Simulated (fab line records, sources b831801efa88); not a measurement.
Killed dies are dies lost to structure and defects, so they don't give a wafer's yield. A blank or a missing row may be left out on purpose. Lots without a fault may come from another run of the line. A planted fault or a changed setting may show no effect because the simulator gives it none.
Problem report in the 8D (eight disciplines) form, filled by code | flow sky130 | the parts of the form that need people (team, actions taken, sign-off) are left out

1. THE PROBLEM
run_length_s at SKY_FIELD_ISO_WET_ETCH_18 reads a mean of 512 s on 3 wafers of 1 lot; wafers without a fault read 316 s with a standard deviation of 3.9. That is +50 standard deviations from the usual mean.
The step: etches Si3N4 in H3PO4, target depth 25 nm, time 286 s.
First seen on wafer L701.1, day 5 21:36, on wet_bench-01. The record holds 15 wafers of 5 lots with a number at this step. Rule for "out", or "out of limits": more than 4 standard deviations from the usual mean. The other wafers with a number count as sound.

2. WHAT IT IS AND WHAT IT IS NOT
question                    | is                     | is not
which readings at this step | run_length_s           | -
which lots                  | L701                   | L690, L695, L705, L707
which wafers of those lots  | all that have a number | -
read on which tools         | wet_bench-01           | wet_bench-04
when                        | from day 5 21:36       | up to then (6 sound wafers); but 6 sound wafers of L705, L707 came after

3. SUSPECTS, AND WHAT RULES EACH OUT
Counting: a tool at a process step up to the reading stays a suspect if it ran every lot that is out and no sound lot after the first of them.
- rie_diel-04 at SKY_FIELD_ISO_ETCH_14 (etches BARC in N2/H2, stops on SiO2, time 45.9 s, target depth 60 nm): ruled out as a lasting fault. Sound lots L707 ran on it after its first lot that is out, L701 (day 5 21:20).
- rie_diel-04 at SKY_FIELD_ISO_ETCH_15 (etches the open film in CHF3/O2, stops on Si, target depth 180 nm, time 72 s): ruled out as a lasting fault. Sound lots L707 ran on it after its first lot that is out, L701 (day 5 21:22).
- plasma_asher-01 at SKY_FIELD_ISO_STRIP_16 (strips in O2/N2): kept. It ran the lot that is out, L701 (day 5 21:26), and no sound lot after that; its last sound lot up to then is L690 (day 3 11:13).
- rie_si-01 at SKY_FIELD_ISO_ETCH_17 (etches Si in HBr/Cl2/O2, target depth 342 nm, time 97.7 s): ruled out as a lasting fault. Sound lots L705, L707 ran on it after its first lot that is out, L701 (day 5 21:32).
- wet_bench-01 at SKY_FIELD_ISO_WET_ETCH_18 (etches Si3N4 in H3PO4, target depth 25 nm, time 286 s): kept. It ran the lot that is out, L701 (day 5 21:36), and no sound lot after that; its last sound lot up to then is L695 (day 4 14:53). Its own readings are out on those wafers: run_length_s.
Left after counting: plasma_asher-01 at SKY_FIELD_ISO_STRIP_16, wet_bench-01 at SKY_FIELD_ISO_WET_ETCH_18.

4. THE CAUSE (what the simulator had put in)
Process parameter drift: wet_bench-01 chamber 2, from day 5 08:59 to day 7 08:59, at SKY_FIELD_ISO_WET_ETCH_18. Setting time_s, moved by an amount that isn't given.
Counting left 2 suspects, and this tool is among them.

5. THE CHAIN OF EFFECTS, in route order
Each row: a reading whose mean over the struck wafers that have a number lies more than 3 standard deviations from the usual. Only readings for which the record gives a usual standard deviation are gone through. hours: the time from each lot's start at the first step in this table that gives one to its start at this step, as a median over the lots. sigmas: the change in usual standard deviations.
hours | step                      | reading      | usual | on struck wafers | change | sigmas
0     | SKY_FIELD_ISO_WET_ETCH_18 | run_length_s | 316 s | 512              | +196   | +50
The process steps in it:
- SKY_FIELD_ISO_WET_ETCH_18: etches Si3N4 in H3PO4, target depth 25 nm, time 286 s.
Later measuring or inspecting steps at which every struck wafer that the step has a row for has a number for every such reading, and none has moved that far: SKY_FIELD_ISO_THK_MEAS_23, SKY_FIELD_ISO_THK_MEAS_25.

6. WHAT WOULD HAVE CAUGHT IT SOONER
In this record the first reading out of limits was taken at day 5 21:36, 13 hours after the fault began at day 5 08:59.
